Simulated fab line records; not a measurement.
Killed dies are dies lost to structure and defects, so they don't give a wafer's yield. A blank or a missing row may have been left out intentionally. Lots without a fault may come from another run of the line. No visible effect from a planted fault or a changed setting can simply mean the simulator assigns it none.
Commonality check across tools	flow sky130	Sampled: 12 lots, 36 wafers

## THE REASON FOR OPENING IT
2 of 12 lots carry a flag on the reading VT_ADJUST_HVTR_TW at SKY_VT_ADJUST_HVTR_TW_MEAS_11. No-fault wafers: 211.4, standard deviation 0.95.
Rule: a lot is flagged in two cases, either no wafer of it has a number, or all its wafers with numbers fall more than 4 standard deviations from that mean. The rest of the lots are taken to be sound.

lot	measured	on	VT_ADJUST_HVTR_TW, wafer by wafer	flag
L684	day 9 14:19	film-metro-02	209.9 211.8 211.7	
L687	day 10 08:42	film-metro-04	210.3 210.2 211.5	
L690	day 11 04:55	film-metro-03	210.9 209.6 210.7	
L695	day 12 23:49	film-metro-04	187.2 188.1 187.5	FLAGGED
L697	day 13 17:07	film-metro-03	187.7 187.4 187.5	FLAGGED
L698	day 13 19:08	film-metro-02	209.7 211.3 210.6	
L700	day 14 20:08	film-metro-02	211.2 210.9 210.2	
L703	day 15 11:41	film-metro-04	209.6 211.2 209.9	
L704	day 15 13:56	film-metro-04	209.9 210.5 210.0	
L705	day 15 22:15	film-metro-03	211.0 211.4 212.2	
L706	day 16 08:41	film-metro-02	211.0 213.5 211.5	
L707	day 16 12:38	film-metro-02	212.7 211.1 211.8	
The mean of the flagged lots' numbers is 187.6, -23.8 from the usual (-25 standard deviations).

## TOOL THAT RAN EACH LOT
3 process steps preceding the reading are held in the record, out of 708 steps in the route. Read each cell as the tool, then ch plus the chambers that the sampled wafers visited, then the start.
lot	flag	SKY_VT_ADJUST_HVTP_STRIP_10	SKY_VT_ADJUST_LVTN_STRIP_09	SKY_VT_ADJUST_HVTR_IMPLANT_09
L684		plasma-asher-02 ch 0,1, day 6 04:36	plasma-asher-04 ch 0, day 6 23:26	implanter-02 ch 0, day 9 14:05
L687		plasma-asher-02 ch 0, day 6 19:34	plasma-asher-03 ch 0,1, day 7 15:58	implanter-04 ch 0, day 10 08:28
L690		plasma-asher-02 ch 0,1, day 7 13:33	plasma-asher-03 ch 0,1, day 8 09:52	implanter-02 ch 0, day 11 04:40
L695	FLAGGED	plasma-asher-04 ch 0,1, day 9 02:34	plasma-asher-04 ch 0,1, day 10 00:26	implanter-02 ch 0, day 12 23:34
L697	FLAGGED	plasma-asher-01 ch 0,1, day 9 17:04	plasma-asher-04 ch 0,1, day 10 15:34	implanter-02 ch 0, day 13 16:53
L698		plasma-asher-01 ch 0,1, day 9 18:18	plasma-asher-04 ch 0,1, day 10 17:05	implanter-01 ch 0, day 13 18:53
L700		plasma-asher-02 ch 0,1, day 10 16:05	plasma-asher-01 ch 1, day 11 15:53	implanter-04 ch 0, day 14 19:53
L703		plasma-asher-02 ch 0,1, day 11 06:30	plasma-asher-01 ch 0, day 12 06:07	implanter-04 ch 0, day 15 11:26
L704		plasma-asher-01 ch 0,1, day 11 06:34	plasma-asher-04 ch 0,1, day 12 06:22	implanter-04 ch 0, day 15 13:32
L705		plasma-asher-01 ch 0,1, day 11 15:23	plasma-asher-03 ch 0,1, day 12 15:12	implanter-04 ch 0, day 15 22:02
L706		plasma-asher-04 ch 0,1, day 11 23:44	plasma-asher-01 ch 0,1, day 13 00:35	implanter-04 ch 0, day 16 08:28
L707		plasma-asher-01 ch 0,1, day 12 02:37	plasma-asher-04 ch 0,1, day 13 03:55	implanter-04 ch 0, day 16 12:23
These steps, and what they do:
- SKY_VT_ADJUST_HVTP_STRIP_10: strips in O2/N2.
- SKY_VT_ADJUST_LVTN_STRIP_09: strips in O2/N2.
- SKY_VT_ADJUST_HVTR_IMPLANT_09
- SKY_VT_ADJUST_HVTR_TW_MEAS_11

## FLAGGED OVER TOTAL, TOOL BY TOOL (the gauges that took the reading come last)
step	tool	lots run	flagged	share of the flagged lots	sound lots run after its first flagged lot
SKY_VT_ADJUST_HVTP_STRIP_10	plasma-asher-01	5	1	some	4 (L698,L704,L705,L707)
SKY_VT_ADJUST_HVTP_STRIP_10	plasma-asher-02	5	0	none	-
SKY_VT_ADJUST_HVTP_STRIP_10	plasma-asher-04	2	1	some	1 (L706)
SKY_VT_ADJUST_LVTN_STRIP_09	plasma-asher-01	3	0	none	-
SKY_VT_ADJUST_LVTN_STRIP_09	plasma-asher-03	3	0	none	-
SKY_VT_ADJUST_LVTN_STRIP_09	plasma-asher-04	6	2	all	3 (L698,L704,L707)
SKY_VT_ADJUST_HVTR_IMPLANT_09	implanter-01	1	0	none	-
SKY_VT_ADJUST_HVTR_IMPLANT_09	implanter-02	4	2	all	0
SKY_VT_ADJUST_HVTR_IMPLANT_09	implanter-04	7	0	none	-
SKY_VT_ADJUST_HVTR_TW_MEAS_11	film-metro-02	5	0	none	-
SKY_VT_ADJUST_HVTR_TW_MEAS_11	film-metro-03	3	1	some	1 (L705)
SKY_VT_ADJUST_HVTR_TW_MEAS_11	film-metro-04	4	1	some	2 (L703,L704)

## WHAT IS ALLOWED BY THE TABLE
In 2 table rows, all flagged lots were run: plasma-asher-04 (SKY_VT_ADJUST_LVTN_STRIP_09), implanter-02 (SKY_VT_ADJUST_HVTR_IMPLANT_09).
- plasma-asher-04 at SKY_VT_ADJUST_LVTN_STRIP_09: 2 of its 6 lots flagged. Sound lots ran on it after the first flagged one (L698, L704, L707), which a lasting fault on the whole tool wouldn't allow.
- implanter-02 at SKY_VT_ADJUST_HVTR_IMPLANT_09: 2 of its 4 lots flagged. A fault beginning between L690 (day 11 04:40), its last sound lot, and L695 (day 12 23:34), its first flagged one, fits the data. Its own readings (dose-ions-cm2, faraday-current-uA) fall more than 4 standard deviations out on all wafers of the flagged lots.
Left over: one tool, implanter-02 at SKY_VT_ADJUST_HVTR_IMPLANT_09.

## WHAT THE SIMULATOR PUT IN
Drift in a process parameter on implanter-02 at SKY_VT_ADJUST_HVTR_IMPLANT_09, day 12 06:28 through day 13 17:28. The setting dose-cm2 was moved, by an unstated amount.
Lots struck among those shown: L695, L697. This agrees with what the rule above found.
